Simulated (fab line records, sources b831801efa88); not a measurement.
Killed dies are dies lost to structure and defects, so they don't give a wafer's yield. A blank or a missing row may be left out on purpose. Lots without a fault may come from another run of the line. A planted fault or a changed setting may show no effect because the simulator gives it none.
fab line records | flow sky130 | part 2 of 2: steps 27 to 39 of 39
record lots=5 wafers=15 last_day=50
route steps=708 shown METAL2@483 VIA2@507
lots that met no fault: from a run of the same line without faults
start_h: hours from the record's first day to the start of the lot's first wafer shown | wait_h: hours since the lot's step before | " the same as in the row above | L1.1+2: a row that stands for several wafers | - no value, or no start given | * or withheld: withheld | < > ~ a bound
route shown NAME@n: a module of which the file shows steps, and the number in the route of the first | usual: mean/standard deviation of fault-free wafers | same: alike in all rows | chamber/n: place in a boat | sites: the reading at each site | _std_site: their standard deviation | _edge_site: outer sites' mean less inner sites' | radius_mm: how far each site lies from the wafer's centre | mask NAME#n: copy n | behind: the tool/chamber that last shaped the wafer | hold: why the lot was held/for how many hours/how that ended | device: the transistor (n, p or np) that didn't switch | end of line: the same wafers' tests at the end of the route | a step without rows: its recipe alone | killed: dies lost to structure and defects at the first sort, not the wafer's yield | map: a wafer's dies, x killed, . not, _ none there
set.NAME: the setting as run; set.NAME@STEP: as run at that earlier step | model.NAME: the simulator's own value behind a step, which no gauge read
lots at some steps of the route; a table a step, a row a wafer
services: from which hour (start_h, from the record's first day; less than 0 if before it) a tool's chamber was out of use, for how many hours, and why
## steps
# step SKY_VIA2_CMP_02
# recipe material=SiO2 down_force_psi=4 platen_rpm=60 pad_velocity_m_s=0.94248
# usual motor_current_A=12.0/1.2 slurry_flow_ml_min=150.0/0.47
# columns lot.wafer tool chamber start_h wait_h motor_current_A slurry_flow_ml_min
L079.4 cmp-01 1 858.41 0.1 11.5 149.7
L079.1 " 2 " " 12.5 149.7
L079.6 " 3 " " 12.4 150.2
L081.3 cmp-02 0 887.15 0.0 10.7 149.5
L081.4 " 1 " " 13.6 150.7
L081.2 " 3 " " 11.0 150.0
L086.2 cmp-01 3 911.67 0.1 12.9 149.9
L086.5 " 2 " " 11.7 150.5
L086.6 " 3 " " 12.7 150.1
L093.4 cmp-01 3 956.71 0.1 13.4 150.4
L093.5 " 2 " " 12.8 150.5
L093.6 " 3 " " 13.0 150.7
L097.2 cmp-01 3 984.77 0.0 12.6 149.9
L097.3 " 1 " " 11.4 149.6
L097.4 " 2 " " 12.6 149.2
# step SKY_VIA2_BOW_MEAS_03
# recipe mode=bow
# usual VIA2_BOW=88/8.2
# columns lot.wafer tool chamber start_h wait_h VIA2_BOW[um]
L079.1 film_metro-01 - 858.61 0.1 97
L079.4 " - " " 100
L079.6 " - " " 91
L081.2 film_metro-04 - 887.47 0.1 90
L081.3 " - " " 93
L081.4 " - " " 81
L086.2 film_metro-01 - 911.94 0.2 82
L086.5 " - " " 84
L086.6 " - " " 107
L093.4 film_metro-01 - 957.02 0.3 76
L093.5 " - " " 84
L093.6 " - " " 92
L097.2 film_metro-01 - 985.09 0.3 82
L097.3 " - " " 77
L097.4 " - " " 89
# step SKY_VIA2_DEHYDRATE_04
# recipe temp_c=200 time_s=60
# columns lot.wafer tool chamber start_h wait_h
L079.1+4+6 litho_track-03 0 871.04 12.4
L081.2+3+4 litho_track-02 0 899.67 12.2
L086.2+5+6 litho_track-01 0 923.31 11.3
L093.4+5+6 litho_track-02 0 967.92 10.9
L097.2+3+4 litho_track-03 0 996.51 11.4
# step SKY_VIA2_HMDS_05
# recipe prime_time_s=60 prime_temp_c=120
# columns lot.wafer tool chamber start_h wait_h
L079.1+4+6 litho_track-03 0 871.19 0.1
L081.2+3+4 litho_track-02 0 899.82 0.1
L086.2+5+6 litho_track-01 0 923.46 0.1
L093.4+5+6 litho_track-02 0 968.07 0.1
L097.2+3+4 litho_track-03 0 996.66 0.1
# step SKY_VIA2_COAT_06
# recipe resist=BARC temp_c=withheld time_s=withheld spin_rpm=3000 resist_thk_nm=60
# usual dispense_pressure_kPa=53/3.6
# columns lot.wafer tool chamber start_h wait_h dispense_pressure_kPa
L079.1 litho_track-03 0 871.34 0.1 49
L079.4 " 0 " " 49
L079.6 " 0 " " 49
L081.2 litho_track-02 0 899.97 0.1 53
L081.3 " 0 " " 53
L081.4 " 0 " " 53
L086.2 litho_track-01 0 923.61 0.1 58
L086.5 " 0 " " 58
L086.6 " 0 " " 58
L093.4 litho_track-02 0 968.22 0.1 53
L093.5 " 0 " " 53
L093.6 " 0 " " 53
L097.2 litho_track-03 0 996.81 0.1 49
L097.3 " 0 " " 49
L097.4 " 0 " " 49
# step SKY_VIA2_COAT_07
# recipe resist=KrF-thick spin_rpm=3000 resist_thk_nm=450
# usual dispense_pressure_kPa=53/3.6
# columns lot.wafer tool chamber start_h wait_h dispense_pressure_kPa
L079.1 litho_track-03 0 - - 49
L079.4 " 0 " " 49
L079.6 " 0 " " 49
L081.2 litho_track-02 0 - - 53
L081.3 " 0 " " 53
L081.4 " 0 " " 53
L086.2 litho_track-01 0 - - 58
L086.5 " 0 " " 58
L086.6 " 0 " " 58
L093.4 litho_track-02 0 - - 53
L093.5 " 0 " " 53
L093.6 " 0 " " 53
L097.2 litho_track-03 0 - - 49
L097.3 " 0 " " 49
L097.4 " 0 " " 49
# step SKY_VIA2_SOFTBAKE_08
# recipe temp_c=100 time_s=90 resist=KrF-thick
# columns lot.wafer tool chamber start_h wait_h
L079.1+4+6 litho_track-03 0 - -
L081.2+3+4 litho_track-02 0 - -
L086.2+5+6 litho_track-01 0 - -
L093.4+5+6 litho_track-02 0 - -
L097.2+3+4 litho_track-03 0 - -
# step SKY_VIA2_EXPOSE_09
# recipe mask_id=VIM2 na=0.8 source_shape=annular sigma_inner=0.55 sigma_outer=0.85 target_cd_nm=200 dose_mj=38
# same sigma_outer=0.85
# columns lot.wafer tool chamber start_h wait_h mask
L079.1+4+6 krf_scanner-01 0 - - VIM2#0
L081.2+3+4 krf_scanner-01 0 - - VIM2#0
L086.2+5+6 krf_scanner-01 0 - - VIM2#0
L093.4+5+6 krf_scanner-02 0 - - VIM2#0
L097.2+3+4 krf_scanner-02 0 - - VIM2#0
# step SKY_VIA2_PEB_10
# recipe peb_temp_c=withheld peb_time_s=withheld resist=KrF-thick
# columns lot.wafer tool chamber start_h wait_h
L079.1+4+6 litho_track-01 0 - -
L081.2+3+4 litho_track-02 0 - -
L086.2+5+6 litho_track-02 0 - -
L093.4+5+6 litho_track-03 0 - -
L097.2+3+4 litho_track-03 0 - -
# step SKY_VIA2_DEVELOP_11
# recipe develop_time_s=60 resist=KrF-thick dev_temp_c=21
# usual developer_temp_C=20.99/0.1
# columns lot.wafer tool chamber start_h wait_h developer_temp_C
L079.1 litho_track-01 0 - - 21.01
L079.4 " 0 " " 21.09
L079.6 " 0 " " 20.94
L081.2 litho_track-02 0 - - 20.84
L081.3 " 0 " " 20.97
L081.4 " 0 " " 20.92
L086.2 litho_track-02 0 - - 20.90
L086.5 " 0 " " 21.05
L086.6 " 0 " " 21.09
L093.4 litho_track-03 0 - - 20.99
L093.5 " 0 " " 20.94
L093.6 " 0 " " 20.97
L097.2 litho_track-03 0 - - 20.99
L097.3 " 0 " " 20.91
L097.4 " 0 " " 20.97
# step SKY_VIA2_CD_MEAS_12
# recipe target_cd_nm=200
# usual cd_nm=200.0/1.5
# columns lot.wafer tool chamber start_h wait_h cd_nm
L079.1 cd_sem-02 - 885.38 - 199.6
L079.4 " - " " 200.4
L079.6 " - " " 199.9
L081.2 cd_sem-02 - 913.12 - 198.8
L081.3 " - " " 199.4
L081.4 " - " " 199.6
L086.2 cd_sem-01 - 935.52 - 201.6
L086.5 " - " " 200.9
L086.6 " - " " 199.7
L093.4 cd_sem-02 - 980.95 - 200.1
L093.5 " - " " 200.7
L093.6 " - " " 201.8
L097.2 cd_sem-01 - 1008.86 - 202.1
L097.3 " - " " 200.6
L097.4 " - " " 200.5
# step SKY_VIA2_OVL_MEAS_13
# usual VIA2_OVL=1/7.3
# columns lot.wafer tool chamber start_h wait_h VIA2_OVL[nm]
L079.1 overlay-02 - 885.50 0.1 0
L079.4 " - " " 9
L079.6 " - " " 3
L081.2 overlay-01 - 913.22 0.1 -19
L081.3 " - " " -2
L081.4 " - " " -16
L086.2 overlay-01 - 935.62 0.1 2
L086.5 " - " " 0
L086.6 " - " " -5
L093.4 overlay-02 - 981.03 0.1 9
L093.5 " - " " 3
L093.6 " - " " 14
L097.2 overlay-02 - 1008.97 0.1 10
L097.3 " - " " 12
L097.4 " - " " 3
# step SKY_VIA2_ETCH_14
# recipe chemistry=N2/H2 target=BARC ion_energy_ev=200 source_w=500 bias_w=100 pressure_mtorr=30 n2_flow_sccm=100 h2_flow_sccm=200 stop_on=SiO2 time_s=45.9 target_depth_a=600
# usual bias_w=99.9/0.31 drypump_motor_current_A=5.7/0.47 oes_product_au=0.855/0.0048 throttle_valve_pct=13.225/0.0085
# columns lot.wafer tool chamber start_h wait_h bias_w drypump_motor_current_A oes_product_au rf_hours_counter_h throttle_valve_pct
L079.1 rie_diel-01 0 885.54 0.0 99.9 5.8 0.862 10 13.214
L079.4 " 1 " " 99.8 5.4 0.855 8 13.229
L079.6 " 3 " " 100.3 5.9 0.854 - 13.229
L081.2 rie_diel-03 2 913.25 0.0 99.8 6.0 0.852 27 13.210
L081.3 " 1 " " 99.5 6.3 0.859 9 13.237
L081.4 " 3 " " 100.7 5.6 0.852 14 13.219
L086.2 rie_diel-01 1 935.65 0.0 100.4 5.3 0.843 9 13.226
L086.5 " 3 " " 99.8 6.0 0.862 - 13.221
L086.6 " 2 " " 100.2 6.0 0.853 - 13.223
L093.4 rie_diel-01 3 981.05 0.0 99.9 6.0 0.851 4 13.237
L093.5 " 2 " " 100.2 6.0 0.847 - 13.232
L093.6 " 1 " " 99.2 5.4 0.861 - 13.220
L097.2 rie_diel-03 0 1009.00 0.0 99.4 6.6 0.856 17 13.217
L097.3 " 3 " " 99.9 5.6 0.852 17 13.235
L097.4 " 2 " " 99.7 6.0 0.845 0 13.228
## services
# columns tool chamber start_h hours kind
krf_scanner-01 - 815.18 0.8 pm
krf_scanner-02 - 822.50 1.0 pm
krf_scanner-02 - 823.50 1.3 pm
krf_scanner-02 - 833.25 0.2 repair
pvd_sputter-04 - 849.85 2.1 repair
krf_scanner-02 - 865.25 4.4 pm
krf_scanner-02 - 877.70 4.0 pm
krf_scanner-02 - 885.54 5.3 repair
wet_bench-02 - 891.49 2.0 repair
wet_bench-03 - 906.39 4.4 pm
cmp-01 - 913.03 0.5 repair
cmp-01 - 927.67 1.3 repair
krf_scanner-01 - 939.28 1.0 pm
pvd_sputter-02 - 941.63 1.3 repair
krf_scanner-02 - 944.99 0.8 pm
krf_scanner-01 - 945.63 0.3 repair
krf_scanner-01 - 950.52 4.8 repair
pvd_sputter-01 - 967.80 4.0 repair
rie_metal-02 1 973.83 2.1 repair
pvd_sputter-04 - 975.84 3.6 repair
krf_scanner-01 - 976.24 1.3 pm
krf_scanner-01 - 983.98 0.8 pm
krf_scanner-02 - 991.50 1.0 pm
krf_scanner-02 - 998.74 1.3 pm
